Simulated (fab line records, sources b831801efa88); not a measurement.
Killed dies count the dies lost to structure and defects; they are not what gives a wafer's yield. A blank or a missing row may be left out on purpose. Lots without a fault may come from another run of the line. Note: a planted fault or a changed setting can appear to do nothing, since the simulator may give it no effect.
What tool caused it? || flow sky130 || Sampling: 14 lots, 42 wafers, 3 of 708 route steps

WHAT EACH GAUGE READ, for each wafer
SKY_LI_CONTACT_CD_MEAS_12: the cd target is 170 nm. Usual: 169.8 nm for cd_nm, sd 1.3.
{"lot": "L200", "measured": "day 30 13:34", "on": "cd_sem-02", "cd_nm (nm)": "168.9 169.1 169.7", "flag": ""}
{"lot": "L199", "measured": "day 30 15:39", "on": "cd_sem-01", "cd_nm (nm)": "171.2 169.8 171.0", "flag": ""}
{"lot": "L201", "measured": "day 30 15:46", "on": "cd_sem-02", "cd_nm (nm)": "167.2 168.0 169.1", "flag": ""}
{"lot": "L202", "measured": "day 30 17:40", "on": "cd_sem-01", "cd_nm (nm)": "170.9 171.8 172.4", "flag": ""}
{"lot": "L203", "measured": "day 31 03:47", "on": "cd_sem-02", "cd_nm (nm)": "169.5 171.1 170.7", "flag": ""}
{"lot": "L204", "measured": "day 31 15:58", "on": "cd_sem-02", "cd_nm (nm)": "171.1 170.9 170.0", "flag": ""}
{"lot": "L211", "measured": "day 33 10:23", "on": "cd_sem-01", "cd_nm (nm)": "170.9 170.8 169.8", "flag": ""}
{"lot": "L212", "measured": "day 33 14:57", "on": "cd_sem-02", "cd_nm (nm)": "168.5 168.5 167.0", "flag": ""}
{"lot": "L213", "measured": "day 34 02:07", "on": "cd_sem-02", "cd_nm (nm)": "170.4 168.8 168.0", "flag": ""}
{"lot": "L216", "measured": "day 34 16:46", "on": "cd_sem-02", "cd_nm (nm)": "169.9 168.9 169.3", "flag": ""}
{"lot": "L217", "measured": "day 35 04:57", "on": "cd_sem-01", "cd_nm (nm)": "171.9 171.4 171.2", "flag": ""}
{"lot": "L220", "measured": "day 36 09:37", "on": "cd_sem-01", "cd_nm (nm)": "169.7 171.0 170.8", "flag": ""}
{"lot": "L222", "measured": "day 36 12:31", "on": "cd_sem-02", "cd_nm (nm)": "168.6 169.9 170.4", "flag": ""}
{"lot": "L221", "measured": "day 36 16:34", "on": "cd_sem-01", "cd_nm (nm)": "169.6 167.8 169.4", "flag": ""}

SKY_LI_CONTACT_RS_MEAS_22: uses a four-point probe to measure. Usual: LI_CONTACT_W_RS 0.285 ohm/sq, standard deviation 0.0041.
{"lot": "L200", "measured": "day 30 14:24", "on": "film_metro-03", "LI_CONTACT_W_RS (ohm/sq)": "0.290 0.287 0.288", "flag": ""}
{"lot": "L199", "measured": "day 30 16:29", "on": "film_metro-01", "LI_CONTACT_W_RS (ohm/sq)": "0.287 0.284 0.289", "flag": ""}
{"lot": "L201", "measured": "day 30 16:36", "on": "film_metro-04", "LI_CONTACT_W_RS (ohm/sq)": "0.286 0.286 0.281", "flag": ""}
{"lot": "L202", "measured": "day 30 18:31", "on": "film_metro-01", "LI_CONTACT_W_RS (ohm/sq)": "0.286 0.284 0.280", "flag": ""}
{"lot": "L203", "measured": "day 31 04:37", "on": "film_metro-01", "LI_CONTACT_W_RS (ohm/sq)": "0.287 0.284 0.283", "flag": ""}
{"lot": "L204", "measured": "day 31 16:48", "on": "film_metro-03", "LI_CONTACT_W_RS (ohm/sq)": "0.286 0.287 0.286", "flag": ""}
{"lot": "L211", "measured": "day 33 11:14", "on": "film_metro-03", "LI_CONTACT_W_RS (ohm/sq)": "0.285 0.287 0.288", "flag": ""}
{"lot": "L212", "measured": "day 33 15:47", "on": "film_metro-01", "LI_CONTACT_W_RS (ohm/sq)": "0.284 0.274 0.285", "flag": ""}
{"lot": "L213", "measured": "day 34 03:08", "on": "film_metro-04", "LI_CONTACT_W_RS (ohm/sq)": "0.294 0.292 0.290", "flag": ""}
{"lot": "L216", "measured": "day 34 17:36", "on": "film_metro-03", "LI_CONTACT_W_RS (ohm/sq)": "0.279 0.284 0.284", "flag": ""}
{"lot": "L217", "measured": "day 35 05:47", "on": "film_metro-01", "LI_CONTACT_W_RS (ohm/sq)": "0.286 0.282 0.288", "flag": ""}
{"lot": "L220", "measured": "day 36 10:28", "on": "film_metro-03", "LI_CONTACT_W_RS (ohm/sq)": "0.284 0.276 0.289", "flag": ""}
{"lot": "L222", "measured": "day 36 13:23", "on": "film_metro-01", "LI_CONTACT_W_RS (ohm/sq)": "0.274 0.278 0.288", "flag": ""}
{"lot": "L221", "measured": "day 36 17:26", "on": "film_metro-01", "LI_CONTACT_W_RS (ohm/sq)": "0.287 0.288 0.291", "flag": ""}

WHAT TOOL EACH LOT RAN ON (gives the tool, then ch and the chambers of the sampled wafers, and finally the start)
{"lot": "L200", "SKY_LI_CONTACT_SPUTTER_20": "pvd_sputter-02, day 30 14:12"}
{"lot": "L199", "SKY_LI_CONTACT_SPUTTER_20": "pvd_sputter-03, day 30 16:18"}
{"lot": "L201", "SKY_LI_CONTACT_SPUTTER_20": "pvd_sputter-02, day 30 16:24"}
{"lot": "L202", "SKY_LI_CONTACT_SPUTTER_20": "pvd_sputter-01, day 30 18:19"}
{"lot": "L203", "SKY_LI_CONTACT_SPUTTER_20": "pvd_sputter-03, day 31 04:26"}
{"lot": "L204", "SKY_LI_CONTACT_SPUTTER_20": "pvd_sputter-02, day 31 16:36"}
{"lot": "L211", "SKY_LI_CONTACT_SPUTTER_20": "pvd_sputter-02, day 33 11:00"}
{"lot": "L212", "SKY_LI_CONTACT_SPUTTER_20": "pvd_sputter-01, day 33 15:36"}
{"lot": "L213", "SKY_LI_CONTACT_SPUTTER_20": "pvd_sputter-03, day 34 02:55"}
{"lot": "L216", "SKY_LI_CONTACT_SPUTTER_20": "pvd_sputter-01, day 34 17:24"}
{"lot": "L217", "SKY_LI_CONTACT_SPUTTER_20": "pvd_sputter-01, day 35 05:36"}
{"lot": "L220", "SKY_LI_CONTACT_SPUTTER_20": "pvd_sputter-02, day 36 10:15"}
{"lot": "L222", "SKY_LI_CONTACT_SPUTTER_20": "pvd_sputter-02, day 36 13:10"}
{"lot": "L221", "SKY_LI_CONTACT_SPUTTER_20": "pvd_sputter-03, day 36 17:13"}
- SKY_LI_CONTACT_SPUTTER_20: material TiN, target thk 20 nm, time 80 s.

AS READ BY THE TOOLS THEMSELVES (means over the sampled wafers that have a number; for cases with no such wafer, the mark the record gives instead)
SKY_LI_CONTACT_SPUTTER_20. Usual: 30.2 % for throttle_valve_pct, sd 1.
{"lot": "L200", "tool": "pvd_sputter-02", "throttle_valve_pct (%)": 30.1, "flag": ""}
{"lot": "L199", "tool": "pvd_sputter-03", "throttle_valve_pct (%)": 31.1, "flag": ""}
{"lot": "L201", "tool": "pvd_sputter-02", "throttle_valve_pct (%)": 29.6, "flag": ""}
{"lot": "L202", "tool": "pvd_sputter-01", "throttle_valve_pct (%)": 30.8, "flag": ""}
{"lot": "L203", "tool": "pvd_sputter-03", "throttle_valve_pct (%)": 31.0, "flag": ""}
{"lot": "L204", "tool": "pvd_sputter-02", "throttle_valve_pct (%)": 30.7, "flag": ""}
{"lot": "L211", "tool": "pvd_sputter-02", "throttle_valve_pct (%)": 30.2, "flag": ""}
{"lot": "L212", "tool": "pvd_sputter-01", "throttle_valve_pct (%)": 29.7, "flag": ""}
{"lot": "L213", "tool": "pvd_sputter-03", "throttle_valve_pct (%)": 30.2, "flag": ""}
{"lot": "L216", "tool": "pvd_sputter-01", "throttle_valve_pct (%)": 30.0, "flag": ""}
{"lot": "L217", "tool": "pvd_sputter-01", "throttle_valve_pct (%)": 29.8, "flag": ""}
{"lot": "L220", "tool": "pvd_sputter-02", "throttle_valve_pct (%)": 29.6, "flag": ""}
{"lot": "L222", "tool": "pvd_sputter-02", "throttle_valve_pct (%)": 30.3, "flag": ""}
{"lot": "L221", "tool": "pvd_sputter-03", "throttle_valve_pct (%)": 31.2, "flag": ""}

THE ANSWER, worked out from the rows above alone
Rule: a lot is off if the mean of its wafers that have a number lies more than 3 standard deviations from the usual mean. Also off: a lot with no number at a reading for which 4 or more lots have one. Any other lot the step has rows for is counted as sound. Order of review: gauges by route order, followed by the tools' own readings, for which a lot's mean as printed above is used. At the first step where some lot is off, the reading lying furthest off is the one used; lots without a number count as furthest.
Nothing can be told from this: no lot is off at any reading shown.

WHAT THE SIMULATOR HAD INSERTED
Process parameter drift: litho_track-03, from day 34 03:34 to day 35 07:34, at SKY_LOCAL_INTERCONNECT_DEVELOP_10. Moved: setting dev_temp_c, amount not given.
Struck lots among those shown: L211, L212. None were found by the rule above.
